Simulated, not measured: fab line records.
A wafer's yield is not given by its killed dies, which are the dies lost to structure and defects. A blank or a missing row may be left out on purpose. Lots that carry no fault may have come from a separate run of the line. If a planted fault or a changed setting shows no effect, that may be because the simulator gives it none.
Chamber matching / flow sky130 / SKY_LI_CONTACT_ETCH_15 on rieDiel-04 has 4 sister chambers
The step etches PSG in C4F8/O2/Ar, stops on Si, target depth 600 nm. 8 wafers are shown with their chamber, then 7 later ones without.

## EACH WAFER AND ITS CHAMBER
wafer=L076.6; chamber=0; chamberPressureMTorr (mTorr)=40.01; oesProductAu (a.u.)=0.835
wafer=L079.5; chamber=2; chamberPressureMTorr (mTorr)=40.04; oesProductAu (a.u.)=0.837
wafer=L085.2; chamber=3; chamberPressureMTorr (mTorr)=39.99; oesProductAu (a.u.)=0.843
wafer=L086.1; chamber=3; chamberPressureMTorr (mTorr)=39.95; oesProductAu (a.u.)=0.842
wafer=L086.5; chamber=2; chamberPressureMTorr (mTorr)=40.04; oesProductAu (a.u.)=0.842
wafer=L086.6; chamber=1; chamberPressureMTorr (mTorr)=40.05; oesProductAu (a.u.)=0.839
wafer=L088.3; chamber=1; chamberPressureMTorr (mTorr)=40.04; oesProductAu (a.u.)=0.838
wafer=L088.4; chamber=0; chamberPressureMTorr (mTorr)=39.99; oesProductAu (a.u.)=0.840

## WAFERS MISSING THEIR CHAMBER
wafer=L088.5; chamberPressureMTorr (mTorr)=40.02; oesProductAu (a.u.)=0.834
wafer=L091.2; chamberPressureMTorr (mTorr)=39.95; oesProductAu (a.u.)=0.848
wafer=L091.4; chamberPressureMTorr (mTorr)=39.92; oesProductAu (a.u.)=0.849
wafer=L091.6; chamberPressureMTorr (mTorr)=40.02; oesProductAu (a.u.)=0.836
wafer=L097.1; chamberPressureMTorr (mTorr)=40.02; oesProductAu (a.u.)=0.838
wafer=L097.4; chamberPressureMTorr (mTorr)=39.96; oesProductAu (a.u.)=0.837
wafer=L097.6; chamberPressureMTorr (mTorr)=40.02; oesProductAu (a.u.)=0.835

## CHAMBER TAKEN BY EACH
wafer=L088.5; from the rows above=can't be placed: 0 or 1 or 2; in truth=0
wafer=L091.2; from the rows above=3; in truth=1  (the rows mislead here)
wafer=L091.4; from the rows above=3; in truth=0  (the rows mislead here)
wafer=L091.6; from the rows above=can't be placed: 0 or 1 or 2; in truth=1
wafer=L097.1; from the rows above=can't be placed: 0 or 2 or 1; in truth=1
wafer=L097.4; from the rows above=can't be placed: 3 or 0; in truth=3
wafer=L097.6; from the rows above=can't be placed: 0 or 1 or 2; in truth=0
Correct placement for 0 of the 7. Can't be placed from these rows: 5 (the true chamber is among the candidates in 5). Placed wrongly: 2.
How it was worked out, from the rows above alone: a wafer's distance from a chamber is the root of the sum, over the readings, of the square of ((its reading less the chamber's mean) divided by the reading's scatter). The wafer belongs to the nearest chamber; if the next one is less than 2 further off, it can't be placed. For every chamber, the mean is computed from those of its wafers that are shown. The scatter: take each reading less its chamber's mean, square it, sum over the shown wafers, divide by the number of wafers less the number of chambers, and take the root.
